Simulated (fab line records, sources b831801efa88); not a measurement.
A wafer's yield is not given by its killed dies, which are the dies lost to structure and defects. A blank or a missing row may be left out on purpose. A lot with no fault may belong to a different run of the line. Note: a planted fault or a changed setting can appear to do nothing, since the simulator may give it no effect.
fab line records    flow sky130    part 1 of 2: steps 1 to 25 of 35
record: lots: 5  wafers: 15  last_day: 50
route steps=708 shown VIA1@465 METAL2@483
lots that met no fault: from a run of the same line without faults
start_h: the number of hours between the record's first day and the start of the first shown wafer of the lot    wait_h: hours from the lot's prior step to this one    " as in the row above    L1.1+2: one row covering several wafers at once    - value missing, or start not given    * or withheld: withheld    < > ~ a bound
route shown NAME@n: names a module that has steps shown in the file, with the first one's number in the route    usual: mean/standard deviation taken from wafers without a fault    same: alike in all rows    chamber/n: place in a boat    sites: the reading at each site    _std_site: the values' standard deviation    _edge_site: inner sites' mean taken away from outer sites' mean    radius_mm: for every site, how far away it sits from the centre of the wafer    mask NAME#n: copy n    behind: the last tool/chamber to shape the wafer    hold: why the lot went on hold/how many hours it stayed there/how the hold came to an end    device: transistor that didn't switch, given as n, p or np    end of line: tests run on the same wafers once the route is complete    a step without rows: its recipe alone    killed: dies lost to structure and defects at the first sort, not the wafer's yield    map: the dies of a wafer, with x for killed, . for not killed, _ for no die there
set.NAME: the setting as run; set.NAME@STEP: as run at that earlier step    model.NAME: the simulator's own value behind a step, which no gauge read
lots seen at some steps along the route; tables by step, rows by wafer
services: when a tool's chamber went out of use (start_h, in hours from the record's first day, below 0 if earlier), for how many hours, and the reason
== steps ==
step: SKY_VIA1_COAT_07
recipe: resist: KrF-thick  spin_rpm: 3000  resist_thk_nm: 450
usual: exhaust_pa: 45.0/0.9  spin_speed_rpm: 3000.2/1.7
lot.wafer  tool            chamber  start_h  wait_h  exhaust_pa  spin_speed_rpm
L076.4     litho_track-04  0        -        -       46.1        3000.3
L076.5     "               0        "        "       45.0        2999.0
L076.6     "               0        "        "       44.1        3000.7
L084.1     litho_track-01  0        -        -       44.5        2999.0
L084.2     "               0        "        "       44.4        2998.6
L084.3     "               0        "        "       45.4        2997.6
L090.2     litho_track-01  0        -        -       46.1        3002.3
L090.4     "               0        "        "       45.7        2999.7
L090.6     "               0        "        "       44.8        3003.7
L093.1     litho_track-04  0        -        -       42.8        2998.3
L093.4     "               0        "        "       44.2        3002.8
L093.5     "               0        "        "       44.1        2999.4
L096.1     litho_track-02  0        -        -       45.2        2999.4
L096.2     "               0        "        "       46.2        2995.1
L096.3     "               0        "        "       43.8        2998.1
step: SKY_VIA1_SOFTBAKE_08
recipe: temp_c: 100  time_s: 90  resist: KrF-thick
usual: exhaust_pa: 44.9/0.85
lot.wafer  tool            chamber  start_h  wait_h  exhaust_pa
L076.4     litho_track-04  0        -        -       44.0
L076.5     "               0        "        "       44.0
L076.6     "               0        "        "       44.0
L084.1     litho_track-01  0        -        -       45.1
L084.2     "               0        "        "       46.5
L084.3     "               0        "        "       45.5
L090.2     litho_track-01  0        -        -       45.9
L090.4     "               0        "        "       45.0
L090.6     "               0        "        "       44.1
L093.1     litho_track-04  0        -        -       45.6
L093.4     "               0        "        "       44.4
L093.5     "               0        "        "       43.6
L096.1     litho_track-02  0        -        -       45.7
L096.2     "               0        "        "       45.1
L096.3     "               0        "        "       44.7
step: SKY_VIA1_EXPOSE_09
recipe: mask_id: VIM  na: 0.8  source_shape: annular  sigma_inner: 0.55  sigma_outer: 0.85  target_cd_nm: 150  dose_mj: 38
usual: focus_offset_nm: -0.1/0.52
lot.wafer  tool            chamber  start_h  wait_h  mask   focus_offset_nm
L076.4     krf_scanner-01  0        -        -       VIM#0  -0.1
L076.5     "               0        "        "       VIM#0  -1.1
L076.6     "               0        "        "       VIM#0  0.3
L084.1     krf_scanner-01  0        -        -       VIM#0  0.3
L084.2     "               0        "        "       VIM#0  -0.1
L084.3     "               0        "        "       VIM#0  -0.7
L090.2     krf_scanner-02  0        -        -       VIM#0  -0.6
L090.4     "               0        "        "       VIM#0  -0.4
L090.6     "               0        "        "       VIM#0  0.3
L093.1     krf_scanner-02  0        -        -       VIM#0  -0.8
L093.4     "               0        "        "       VIM#0  -0.3
L093.5     "               0        "        "       VIM#0  0.0
L096.1     krf_scanner-02  0        -        -       VIM#0  0.2
L096.2     "               0        "        "       VIM#0  -0.5
L096.3     "               0        "        "       VIM#0  0.0
step: SKY_VIA1_PEB_10
recipe: peb_temp_c: withheld  peb_time_s: withheld  resist: KrF-thick
usual: exhaust_pa: 45.1/0.84
lot.wafer  tool            chamber  start_h  wait_h  exhaust_pa
L076.4     litho_track-04  0        -        -       44.1
L076.5     "               0        "        "       44.8
L076.6     "               0        "        "       44.3
L084.1     litho_track-04  0        -        -       44.4
L084.2     "               0        "        "       44.5
L084.3     "               0        "        "       44.6
L090.2     litho_track-02  0        -        -       44.7
L090.4     "               0        "        "       45.3
L090.6     "               0        "        "       45.2
L093.1     litho_track-01  0        -        -       45.5
L093.4     "               0        "        "       44.8
L093.5     "               0        "        "       44.4
L096.1     litho_track-01  0        -        -       44.8
L096.2     "               0        "        "       45.2
L096.3     "               0        "        "       45.3
step: SKY_VIA1_DEVELOP_11
recipe: develop_time_s: 60  resist: KrF-thick  dev_temp_c: 21
usual: exhaust_pa: 45.0/0.92
same: develop_time_s: 60
lot.wafer  tool            chamber  start_h  wait_h  exhaust_pa
L076.4     litho_track-04  0        -        -       44.3
L076.5     "               0        "        "       43.7
L076.6     "               0        "        "       44.8
L084.1     litho_track-04  0        -        -       45.0
L084.2     "               0        "        "       45.1
L084.3     "               0        "        "       45.6
L090.2     litho_track-02  0        -        -       45.8
L090.4     "               0        "        "       46.0
L090.6     "               0        "        "       45.0
L093.1     litho_track-01  0        -        -       45.6
L093.4     "               0        "        "       45.5
L093.5     "               0        "        "       45.5
L096.1     litho_track-01  0        -        -       45.6
L096.2     "               0        "        "       45.5
L096.3     "               0        "        "       45.4
step: SKY_VIA1_CD_MEAS_12
recipe: target_cd_nm: 150
usual: cd_nm: 149.4/1.6
lot.wafer  tool       chamber  start_h  wait_h  cd_nm
L076.4     cd_sem-02  -        815.32   -       148.1
L076.5     "          -        "        "       149.1
L076.6     "          -        "        "       151.0
L084.1     cd_sem-02  -        871.61   -       150.3
L084.2     "          -        "        "       152.2
L084.3     "          -        "        "       149.0
L090.2     cd_sem-01  -        911.60   -       150.0
L090.4     "          -        "        "       148.3
L090.6     "          -        "        "       151.6
L093.1     cd_sem-01  -        928.59   -       149.9
L093.4     "          -        "        "       150.3
L093.5     "          -        "        "       151.1
L096.1     cd_sem-01  -        949.09   -       149.7
L096.2     "          -        "        "       149.9
L096.3     "          -        "        "       152.1
step: SKY_VIA1_OVL_MEAS_13
usual: VIA1_OVL: 1/5.7
lot.wafer  tool        chamber  start_h  wait_h  VIA1_OVL[nm]
L076.4     overlay-01  -        815.40   0.1     4
L076.5     "           -        "        "       15
L076.6     "           -        "        "       4
L084.1     overlay-01  -        871.73   0.1     -6
L084.2     "           -        "        "       3
L084.3     "           -        "        "       -7
L090.2     overlay-02  -        911.71   0.1     5
L090.4     "           -        "        "       1
L090.6     "           -        "        "       -1
L093.1     overlay-02  -        928.71   0.1     -1
L093.4     "           -        "        "       -5
L093.5     "           -        "        "       5
L096.1     overlay-01  -        949.21   0.1     4
L096.2     "           -        "        "       -4
L096.3     "           -        "        "       4
step: SKY_VIA1_ETCH_14
recipe: chemistry: N2/H2  target: BARC  ion_energy_ev: 200  source_w: 500  bias_w: 100  pressure_mtorr: 30  n2_flow_sccm: 100  h2_flow_sccm: 200  stop_on: SiO2  time_s: 45.9  target_depth_a: 600
usual: bias_w: 100.0/0.3  drypump_motor_current_A: 5.6/0.39  h2_flow_sccm: 200.0/0.65  oes_product_au: 0.854/0.0049  throttle_valve_pct: 13.226/0.0086
lot.wafer  tool         chamber  start_h  wait_h  bias_w  drypump_motor_current_A  h2_flow_sccm  oes_product_au  rf_hours_counter_h  throttle_valve_pct
L076.4     rie_diel-02  1        815.42   0.0     100.0   5.5                      200.6         0.854           7                   13.219
L076.5     "            0        "        "       100.0   5.1                      200.9         0.857           -                   13.244
L076.6     "            1        "        "       100.1   5.5                      199.9         0.847           -                   13.215
L084.1     rie_diel-03  1        871.77   0.0     99.9    4.9                      200.1         0.850           6                   13.218
L084.2     "            3        "        "       99.7    5.3                      200.4         0.854           2                   13.234
L084.3     "            0        "        "       99.5    5.8                      202.0         0.855           7                   13.231
L090.2     rie_diel-02  0        911.74   0.0     99.9    5.1                      198.9         0.851           10                  13.238
L090.4     "            3        "        "       100.0   6.1                      199.5         0.861           12                  13.222
L090.6     "            1        "        "       100.0   5.5                      199.6         0.863           -                   13.238
L093.1     rie_diel-02  0        928.75   0.0     99.8    5.1                      200.1         0.846           11                  13.217
L093.4     "            1        "        "       99.6    5.5                      199.4         0.856           10                  13.223
L093.5     "            1        "        "       100.1   5.5                      199.8         0.857           -                   13.237
L096.1     rie_diel-02  1        949.25   0.0     100.2   5.5                      200.9         0.856           11                  13.237
L096.2     "            0        "        "       100.4   5.1                      200.4         0.852           11                  13.219
L096.3     "            2        "        "       100.3   5.7                      200.0         0.858           16                  13.237
step: SKY_VIA1_ETCH_15
recipe: target: SiO2  chemistry: C4F8/O2/Ar  target_depth_nm: 351  stop_on: TiN  mask_material: KrF-thick  source_w: 1500  bias_w: 1200  pressure_mtorr: 40  c4f8_flow_sccm: withheld  O2_flow_sccm: 6  Ar_flow_sccm: 300  time_s: 54
usual: bias_w: 1200/3.5  oes_product_au: 0.981/0.0063
lot.wafer  tool         chamber  start_h  wait_h  bias_w  oes_product_au  rf_hours_counter_h
L076.4     rie_diel-02  1        815.46   0.0     1197    0.983           7
L076.5     "            0        "        "       1198    0.974           -
L076.6     "            1        "        "       1200    0.976           -
L084.1     rie_diel-03  1        871.81   0.0     1207    0.988           6
L084.2     "            3        "        "       1202    0.972           2
L084.3     "            0        "        "       1201    0.979           7
L090.2     rie_diel-02  0        911.78   0.0     1195    0.981           10
L090.4     "            3        "        "       1200    0.977           12
L090.6     "            1        "        "       1194    0.977           -
L093.1     rie_diel-02  0        928.79   0.0     1197    0.985           11
L093.4     "            1        "        "       1199    0.974           10
L093.5     "            1        "        "       1198    0.970           -
L096.1     rie_diel-02  1        949.29   0.0     1200    0.979           11
L096.2     "            0        "        "       1201    0.977           11
L096.3     "            2        "        "       1194    0.979           16
step: SKY_VIA1_STRIP_16
recipe: chemistry: O2/N2  power_w: 1400  pressure_mtorr: 1500  platen_temp_c: withheld  o2_flow_sccm: 3000  n2_flow_sccm: 300  overash_fraction: 0.5
usual: drypump_motor_current_A: 6.0/0.45  oes_product_au: 0.415/0.0044  strip_time_to_endpoint_s: 4.459/0.022
lot.wafer  tool             chamber  start_h  wait_h  drypump_motor_current_A  oes_product_au  rf_hours_counter_h  strip_time_to_endpoint_s
L076.4     plasma_asher-03  0        815.54   0.1     6.4                      0.419           -                   4.472
L076.5     "                0        "        "       6.3                      0.415           -                   4.446
L076.6     "                1        "        "       5.9                      0.418           -                   4.432
L084.1     plasma_asher-01  0        871.85   0.0     5.6                      0.420           12                  4.442
L084.2     "                1        "        "       6.7                      0.413           12                  4.433
L084.3     "                0        "        "       5.6                      0.410           -                   4.449
L090.2     plasma_asher-04  1        911.83   0.0     5.6                      0.425           112                 4.496
L090.4     "                1        "        "       5.6                      0.406           -                   4.488
L090.6     "                1        "        "       5.6                      0.419           -                   4.521
L093.1     plasma_asher-01  1        928.84   0.0     6.8                      0.406           18                  4.467
L093.4     "                0        "        "       5.6                      0.409           -                   4.492
L093.5     "                1        "        "       6.7                      0.415           -                   4.504
L096.1     plasma_asher-03  0        949.34   0.0     6.3                      0.414           79                  4.491
L096.2     "                1        "        "       5.9                      0.417           79                  4.447
L096.3     "                1        "        "       5.9                      0.414           -                   4.436
step: SKY_VIA1_STRIP_17
recipe: chemistry: post_etch_residue_remover  time_s: 1200  temp_c: 72.5
lot.wafer   tool          chamber  start_h  wait_h
L076.4+5+6  wet_bench-03  3        815.60   0.0
L084.1+2+3  wet_bench-02  2        871.95   0.1
L090.2+4+6  wet_bench-03  0        911.93   0.1
L093.1+4+5  wet_bench-02  1        928.94   0.1
L096.1+2+3  wet_bench-02  2        949.44   0.1
step: SKY_VIA1_CLEAN_18
recipe: chemistry: IPA  time_s: 180  temp_c: 25
lot.wafer   tool          chamber  start_h  wait_h
L076.4+5+6  wet_bench-02  0        815.95   0.0
L084.1+2+3  wet_bench-04  3        872.30   0.0
L090.2+4+6  wet_bench-02  1        912.27   0.0
L093.1+4+5  wet_bench-04  0        929.28   0.0
L096.1+2+3  wet_bench-04  3        949.78   0.0
step: SKY_VIA1_CLEAN_19
recipe: chemistry: O3/DIW  dry: n2_spin
lot.wafer   tool          chamber  start_h  wait_h
L076.4+5+6  wet_bench-04  1        816.00   0.0
L084.1+2+3  wet_bench-03  2        872.35   0.0
L090.2+4+6  wet_bench-04  0        912.33   0.0
L093.1+4+5  wet_bench-02  1        929.34   0.0
L096.1+2+3  wet_bench-03  0        949.84   0.0
step: SKY_VIA1_SPUTTER_20
recipe: material: TiN  target_thk_nm: 20  chamber_pressure_pa: 5  power_w: 4000  time_s: 80
usual: throttle_valve_pct: 30.1/1.1
lot.wafer  tool            chamber  start_h  wait_h  throttle_valve_pct
L076.4     pvd_sputter-01  -        816.10   0.0     29.5
L076.5     "               -        "        "       30.2
L076.6     "               -        "        "       28.4
L084.1     pvd_sputter-01  -        872.45   0.0     28.2
L084.2     "               -        "        "       29.6
L084.3     "               -        "        "       32.4
L090.2     pvd_sputter-04  -        912.51   0.0     29.6
L090.4     "               -        "        "       30.8
L090.6     "               -        "        "       30.9
L093.1     pvd_sputter-02  -        929.43   0.0     31.2
L093.4     "               -        "        "       29.8
L093.5     "               -        "        "       28.7
L096.1     pvd_sputter-02  -        949.93   0.0     29.9
L096.2     "               -        "        "       31.0
L096.3     "               -        "        "       30.8
step: SKY_VIA1_CVD_21
recipe: material: W  target_thk_nm: 270  time_s: 80.902  temp_c: 400  pressure_torr: 40
usual: heater_power_w: 920/56
lot.wafer  tool      chamber  start_h  wait_h  heater_power_w
L076.4     cvd_w-01  1        816.19   0.1     901
L076.5     "         1        "        "       883
L076.6     "         0        "        "       981
L084.1     cvd_w-02  0        872.51   0.0     925
L084.2     "         1        "        "       999
L084.3     "         1        "        "       1012
L090.2     cvd_w-02  0        912.57   0.0     915
L090.4     "         1        "        "       1024
L090.6     "         1        "        "       1012
L093.1     cvd_w-01  1        929.49   0.0     817
L093.4     "         0        "        "       892
L093.5     "         1        "        "       806
L096.1     cvd_w-01  0        949.99   0.0     885
L096.2     "         1        "        "       822
L096.3     "         1        "        "       825
step: SKY_VIA1_RS_MEAS_22
recipe: thk_meas_gauge: four-point-probe  reads: W_of_VIA1_CVD_21+TiN_of_VIA1_SPUTTER_20
usual: VIA1_W_RS: 0.425/0.0052
lot.wafer  tool           chamber  start_h  wait_h  VIA1_W_RS[ohm/sq]
L076.4     film_metro-03  -        816.31   0.1     0.420
L076.5     "              -        "        "       0.421
L076.6     "              -        "        "       0.427
L084.1     film_metro-03  -        872.60   0.1     0.419
L084.2     "              -        "        "       0.419
L084.3     "              -        "        "       0.424
L090.2     film_metro-01  -        912.68   0.1     0.431
L090.4     "              -        "        "       0.429
L090.6     "              -        "        "       0.431
L093.1     film_metro-04  -        929.58   0.1     0.427
L093.4     "              -        "        "       0.422
L093.5     "              -        "        "       0.421
L096.1     film_metro-03  -        950.08   0.1     0.419
L096.2     "              -        "        "       0.415
L096.3     "              -        "        "       0.415
step: SKY_VIA1_THK_MEAS_23
recipe: thk_meas_gauge: xrf  reads: W_of_VIA1_CVD_21
usual: VIA1_W_THK: 266/3.4
lot.wafer  tool           chamber  start_h  wait_h  VIA1_W_THK[nm]
L076.4     film_metro-03  -        816.40   0.1     270
L076.5     "              -        "        "       269
L076.6     "              -        "        "       266
L084.1     film_metro-03  -        872.72   0.1     267
L084.2     "              -        "        "       268
L084.3     "              -        "        "       263
L090.2     film_metro-01  -        912.79   0.1     265
L090.4     "              -        "        "       265
L090.6     "              -        "        "       263
L093.1     film_metro-04  -        929.70   0.1     265
L093.4     "              -        "        "       267
L093.5     "              -        "        "       270
L096.1     film_metro-03  -        950.20   0.1     269
L096.2     "              -        "        "       272
L096.3     "              -        "        "       272
step: SKY_VIA1_CMP_24
recipe: stop_on: SiO2  t_overpolish_s: 15  down_force_psi: 3.5  platen_rpm: 60  target_thk_nm: 0  pad_velocity_m_s: 0.94248
usual: motor_current_A: 11.3/1.2  overpolish_run_s: 15.000/0.0091  time_to_endpoint_s: 66/4.5
lot.wafer  tool    chamber  start_h  wait_h  motor_current_A  overpolish_run_s  time_to_endpoint_s
L076.4     cmp-02  0        816.58   0.2     11.2             15.005            63
L076.6     "       1        "        "       12.1             15.006            62
L076.5     "       2        "        "       10.7             14.991            67
L084.1     cmp-01  1        872.78   0.1     12.4             15.001            72
L084.2     "       3        "        "       8.9              15.013            59
L084.3     "       0        "        "       13.1             14.988            64
L090.2     cmp-01  2        912.95   0.1     9.9              14.992            73
L090.4     "       3        "        "       9.1              15.009            64
L090.6     "       1        "        "       12.6             15.010            75
L093.4     cmp-02  1        930.03   0.3     11.9             15.018            63
L093.1     "       2        "        "       11.5             15.002            68
L093.5     "       3        "        "       11.6             15.000            64
L096.3     cmp-02  3        950.26   0.0     11.8             14.998            63
L096.1     "       1        "        "       12.3             15.001            61
L096.2     "       2        "        "       10.2             14.988            66
step: SKY_METAL2_SPUTTER_00
recipe: material: Ti  target_thk_nm: 15  power_w: 3000  time_s: 10  chamber_pressure_pa: 0.4
usual: throttle_valve_pct: 30.2/1.2
lot.wafer  tool            chamber  start_h  wait_h  throttle_valve_pct
L076.4     pvd_sputter-03  -        816.73   0.1     29.0
L076.5     "               -        "        "       29.0
L076.6     "               -        "        "       28.8
L084.1     pvd_sputter-01  -        873.08   0.2     29.5
L084.2     "               -        "        "       28.5
L084.3     "               -        "        "       31.8
L090.2     pvd_sputter-03  -        913.15   0.1     28.9
L090.4     "               -        "        "       28.9
L090.6     "               -        "        "       28.5
L093.1     pvd_sputter-03  -        930.23   0.1     32.0
L093.4     "               -        "        "       28.9
L093.5     "               -        "        "       31.6
L096.1     pvd_sputter-03  -        950.56   0.1     32.1
L096.2     "               -        "        "       28.6
L096.3     "               -        "        "       28.9
step: SKY_METAL2_SPUTTER_01
recipe: material: TiN  target_thk_nm: 20  power_w: 6500  time_s: 16.7  chamber_pressure_pa: 0.4
usual: throttle_valve_pct: 30.1/1.2
lot.wafer  tool            chamber  start_h  wait_h  throttle_valve_pct
L076.4     pvd_sputter-03  -        816.75   0.0     28.8
L076.5     "               -        "        "       29.0
L076.6     "               -        "        "       28.7
L084.1     pvd_sputter-01  -        873.10   0.0     29.3
L084.2     "               -        "        "       28.1
L084.3     "               -        "        "       32.1
L090.2     pvd_sputter-03  -        913.17   0.0     29.0
L090.4     "               -        "        "       28.8
L090.6     "               -        "        "       28.8
L093.1     pvd_sputter-03  -        930.25   0.0     31.9
L093.4     "               -        "        "       29.1
L093.5     "               -        "        "       31.3
L096.1     pvd_sputter-03  -        950.59   0.0     31.8
L096.2     "               -        "        "       28.7
L096.3     "               -        "        "       28.9
step: SKY_METAL2_SPUTTER_02
recipe: material: AlCu  target_thk_nm: 250  power_w: 10600  time_s: 13.3  chamber_pressure_pa: 0.4
usual: throttle_valve_pct: 30.2/1.2
lot.wafer  tool            chamber  start_h  wait_h  throttle_valve_pct
L076.4     pvd_sputter-03  -        816.78   0.0     28.7
L076.5     "               -        "        "       29.0
L076.6     "               -        "        "       28.8
L084.1     pvd_sputter-01  -        873.13   0.0     29.5
L084.2     "               -        "        "       28.4
L084.3     "               -        "        "       31.9
L090.2     pvd_sputter-03  -        913.20   0.0     28.8
L090.4     "               -        "        "       28.8
L090.6     "               -        "        "       28.7
L093.1     pvd_sputter-03  -        930.28   0.0     31.9
L093.4     "               -        "        "       29.1
L093.5     "               -        "        "       31.5
L096.1     pvd_sputter-03  -        950.61   0.0     32.1
L096.2     "               -        "        "       28.8
L096.3     "               -        "        "       28.9
step: SKY_METAL2_SPUTTER_03
recipe: material: Ti  target_thk_nm: 5  power_w: 3000  time_s: 3.3  chamber_pressure_pa: 0.4
usual: throttle_valve_pct: 30.1/1.2
lot.wafer  tool            chamber  start_h  wait_h  throttle_valve_pct
L076.4     pvd_sputter-03  -        816.80   0.0     28.8
L076.5     "               -        "        "       29.0
L076.6     "               -        "        "       28.7
L084.1     pvd_sputter-01  -        873.15   0.0     29.5
L084.2     "               -        "        "       28.2
L084.3     "               -        "        "       32.1
L090.2     pvd_sputter-03  -        913.22   0.0     29.1
L090.4     "               -        "        "       28.7
L090.6     "               -        "        "       28.6
L093.1     pvd_sputter-03  -        930.30   0.0     32.1
L093.4     "               -        "        "       28.8
L093.5     "               -        "        "       31.6
L096.1     pvd_sputter-03  -        950.64   0.0     31.8
L096.2     "               -        "        "       29.1
L096.3     "               -        "        "       29.0
step: SKY_METAL2_SPUTTER_04
recipe: material: TiN  target_thk_nm: 70  power_w: 6500  time_s: 58.3  chamber_pressure_pa: 0.4
usual: throttle_valve_pct: 30.2/1.2
lot.wafer  tool            chamber  start_h  wait_h  throttle_valve_pct
L076.4     pvd_sputter-03  -        816.82   0.0     28.9
L076.5     "               -        "        "       28.8
L076.6     "               -        "        "       28.7
L084.1     pvd_sputter-01  -        873.17   0.0     29.5
L084.2     "               -        "        "       28.6
L084.3     "               -        "        "       32.0
L090.2     pvd_sputter-03  -        913.24   0.0     29.2
L090.4     "               -        "        "       28.7
L090.6     "               -        "        "       29.0
L093.1     pvd_sputter-03  -        930.32   0.0     31.9
L093.4     "               -        "        "       28.9
L093.5     "               -        "        "       31.2
L096.1     pvd_sputter-03  -        950.66   0.0     32.0
L096.2     "               -        "        "       28.9
L096.3     "               -        "        "       29.0
step: SKY_METAL2_RS_MEAS_05
recipe: thk_meas_gauge: four-point-probe  reads: TiN_of_METAL2_SPUTTER_04+Ti_of_METAL2_SPUTTER_03+AlCu_of_METAL2_SPUTTER_02+TiN_of_METAL2_SPUTTER_01+Ti_of_METAL2_SPUTTER_00
usual: METAL2_ALCU_RS: 0.1266/0.0016
lot.wafer  tool           chamber  start_h  wait_h  METAL2_ALCU_RS[ohm/sq]
L076.4     film_metro-02  -        816.93   0.1     0.1272
L076.5     "              -        "        "       0.1273
L076.6     "              -        "        "       0.1264
L084.1     film_metro-03  -        873.22   0.0     0.1256
L084.2     "              -        "        "       0.1253
L084.3     "              -        "        "       0.1264
L090.2     film_metro-03  -        913.31   0.0     0.1289
L090.4     "              -        "        "       0.1293
L090.6     "              -        "        "       0.1285
L093.1     film_metro-02  -        930.37   0.0     0.1262
L093.4     "              -        "        "       0.1281
L093.5     "              -        "        "       0.1273
L096.1     film_metro-02  -        950.70   0.0     0.1267
L096.2     "              -        "        "       0.1282
L096.3     "              -        "        "       0.1290
step: SKY_METAL2_THK_MEAS_06
recipe: thk_meas_gauge: xrf  reads: AlCu_of_METAL2_SPUTTER_02
usual: METAL2_ALCU_THK: 249/3.4
lot.wafer  tool           chamber  start_h  wait_h  METAL2_ALCU_THK[nm]
L076.4     film_metro-02  -        817.02   0.1     249
L076.5     "              -        "        "       248
L076.6     "              -        "        "       250
L084.1     film_metro-03  -        873.34   0.1     250
L084.2     "              -        "        "       250
L084.3     "              -        "        "       248
L090.2     film_metro-03  -        913.42   0.1     244
L090.4     "              -        "        "       242
L090.6     "              -        "        "       245
L093.1     film_metro-02  -        930.49   0.1     252
L093.4     "              -        "        "       246
L093.5     "              -        "        "       248
L096.1     film_metro-02  -        950.82   0.1     248
L096.2     "              -        "        "       246
L096.3     "              -        "        "       243
